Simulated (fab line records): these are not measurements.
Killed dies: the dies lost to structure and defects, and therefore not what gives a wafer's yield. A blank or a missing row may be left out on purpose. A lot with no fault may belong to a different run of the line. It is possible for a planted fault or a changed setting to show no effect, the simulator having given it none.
Chamber matching + flow gf180mcu + GF_CONTACT_CMP_27 on cmp-01 has 4 sister chambers
The step polishes, stops on SiO2, t overpolish 15 s, target thk 0 nm. 15 wafers are shown with their chamber, then 7 later ones without.

EACH WAFER AND ITS CHAMBER
| wafer  | chamber | motorCurrentA (A) | timeToEndpointS (s) | overpolishRunS (s) |
|--------|---------|-------------------|---------------------|--------------------|
| L275.1 | 3       | 9.5               | 69                  | 14.990             |
| L275.3 | 0       | 11.0              | 70                  | 15.006             |
| L275.6 | 0       | 10.8              | 72                  | 15.006             |
| L277.1 | 3       | 9.8               | 65                  | 15.005             |
| L277.2 | 0       | 10.5              | 71                  | 14.985             |
| L277.4 | 2       | 10.1              | 69                  | 14.990             |
| L278.1 | 2       | 10.2              | 77                  | 15.014             |
| L278.5 | 0       | 10.4              | 76                  | 14.993             |
| L278.6 | 1       | 11.0              | 69                  | 15.008             |
| L284.3 | 0       | 10.4              | 71                  | 14.994             |
| L284.6 | 2       | 9.9               | 70                  | 15.001             |
| L285.1 | 1       | 11.2              | 66                  | 15.010             |
| L285.5 | 3       | 9.6               | 68                  | 14.987             |
| L291.3 | 0       | 10.3              | 71                  | 15.016             |
| L291.4 | 3       | 9.8               | 68                  | 14.988             |

SIGNATURES (means of the wafers above)
| reading         | chamber 0 | chamber 1 | chamber 2 | chamber 3 | scatter within a chamber |
|-----------------|-----------|-----------|-----------|-----------|--------------------------|
| motorCurrentA   | 10.567    | 11.100    | 10.067    | 9.675     | 0.215                    |
| timeToEndpointS | 71.83     | 67.50     | 72.00     | 67.50     | 2.6                      |
| overpolishRunS  | 15.00000  | 15.00900  | 15.00167  | 14.99250  | 0.0102                   |
Rule: for each reading, subtract the chamber's mean from the wafer's reading, divide by that reading's scatter and square the result; add these up over the readings and take the root, which gives the wafer's distance from the chamber. If the next closest chamber is less than 2 further off than the closest, the wafer can't be placed; otherwise it belongs to the closest. How the scatter is found: for the shown wafers, subtract from each reading the mean of its chamber, square and add these, divide the total by (wafers less chambers), then take the root.

WAFERS WHOSE CHAMBER IS MISSING
| wafer  | motorCurrentA (A) | timeToEndpointS (s) | overpolishRunS (s) |
|--------|-------------------|---------------------|--------------------|
| L291.6 | 10.1              | 67                  | 15.000             |
| L293.1 | 10.4              | 72                  | 14.998             |
| L293.3 | 10.2              | 69                  | 14.993             |
| L293.5 | 11.8              | 68                  | 15.023             |
| L297.3 | 10.5              | 70                  | 14.992             |
| L297.4 | 11.2              | 67                  | 14.979             |
| L297.5 | 9.5               | 70                  | 14.985             |

THE CHAMBER EACH PASSED THROUGH
| wafer  | from the rows above          | in truth |
|--------|------------------------------|----------|
| L291.6 | can't be placed: 2 or 3 or 0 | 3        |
| L293.1 | can't be placed: 0 or 2      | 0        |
| L293.3 | can't be placed: 2 or 0 or 3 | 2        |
| L293.5 | 1                            | 1        |
| L297.3 | can't be placed: 0 or 2      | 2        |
| L297.4 | can't be placed: 1 or 0      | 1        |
| L297.5 | can't be placed: 3 or 2      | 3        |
Correctly placed: 1 of 7. Can't be placed from these rows: 6 (the true chamber is among the candidates in 6). Number placed wrongly: 0.
